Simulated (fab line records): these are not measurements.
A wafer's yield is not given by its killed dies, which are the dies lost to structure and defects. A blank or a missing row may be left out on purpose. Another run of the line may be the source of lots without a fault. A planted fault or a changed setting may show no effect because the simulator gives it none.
A single fault, viewed from 2 desks | flow sky130 | each desk holds nothing but its own numbers, with what lay behind them at the end

== TOOL OWNER'S DESK, pvd sputter-01 ==
The tool's own readings at SKY_METAL2_SPUTTER_02 (material AlCu, target thk 250 nm, time 13.3 s): means of the sampled wafers that have a number, for each lot that ran on this tool. A lot is out of limits, marked OUT, if its mean lies more than 4 standard deviations from the usual mean; the brackets give that distance.
Columns: A = throttle valve pct at SKY_METAL2_SPUTTER_02, usual 30.2 %
lot  | first seen here | A
L253 | day 34 01:37    | 30.5
L261 | day 37 12:16    | 29.4
L263 | day 38 00:34    | 30.0
L274 | day 41 15:40    | 29.7
L275 | day 41 19:10    | 30.8
Result from this desk: across the 5 lots, nothing is out of limits.

== METROLOGY DESK ==
Lot by lot, what the gauges showed, no matter which tool ran the lot: averages of those sampled wafers that carry a number. A lot is out of limits, marked OUT, if its mean lies more than 4 standard deviations from the usual mean; the brackets give that distance.
Columns: A = METAL1_OVL at SKY_METAL1_OVL_MEAS_16, usual 1 nm; B = METAL2_ALCU_RS at SKY_METAL2_RS_MEAS_05, usual 0.1267 ohm/sq; C = METAL2_ALCU_THK at SKY_METAL2_THK_MEAS_06, usual 248.9 nm
lot  | first seen here | A   | B                | C
L253 | day 32 23:33    | 4   | 0.1274           | 248.0
L261 | day 36 09:56    | 0   | 0.1766 (+38) OUT | 180.9 (-25) OUT
L263 | day 36 19:59    | 9   | 0.1722 (+35) OUT | 185.2 (-24) OUT
L268 | day 38 13:08    | 5   | 0.1265           | 248.0
L266 | day 38 21:32    | 0   | 0.1266           | 248.1
L270 | day 38 23:12    | -4  | 0.1250           | 251.4
L273 | day 40 09:53    | 6   | 0.1261           | 250.2
L274 | day 40 13:14    | -12 | 0.1271           | 247.3
L275 | day 40 16:17    | 2   | 0.1272           | 248.4
This desk reports L261, L263 out of limits; the earliest was L261 at day 37 12:21 (METAL2_ALCU_RS at SKY_METAL2_RS_MEAS_05). Within limits: L253, L268, L266, L270, L273, L274, L275.

== BROUGHT TOGETHER ==
L261, L263 would have let the metrology desk raise an alarm at day 37 12:21.
Nothing out of limits was seen by the tool owner's desk.
Tool owner's desk: L261, L263 on record, inside its limits.
All the named lots went through SKY_METAL2_SPUTTER_02 on pvd sputter-01.

== WHAT THE SIMULATOR PUT IN ==
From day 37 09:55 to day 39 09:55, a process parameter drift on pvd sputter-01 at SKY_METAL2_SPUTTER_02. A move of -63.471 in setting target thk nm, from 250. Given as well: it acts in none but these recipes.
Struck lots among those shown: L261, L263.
Time in hours between the start of the fault and the first out-of-limits reading at each desk: metrology desk, 2.
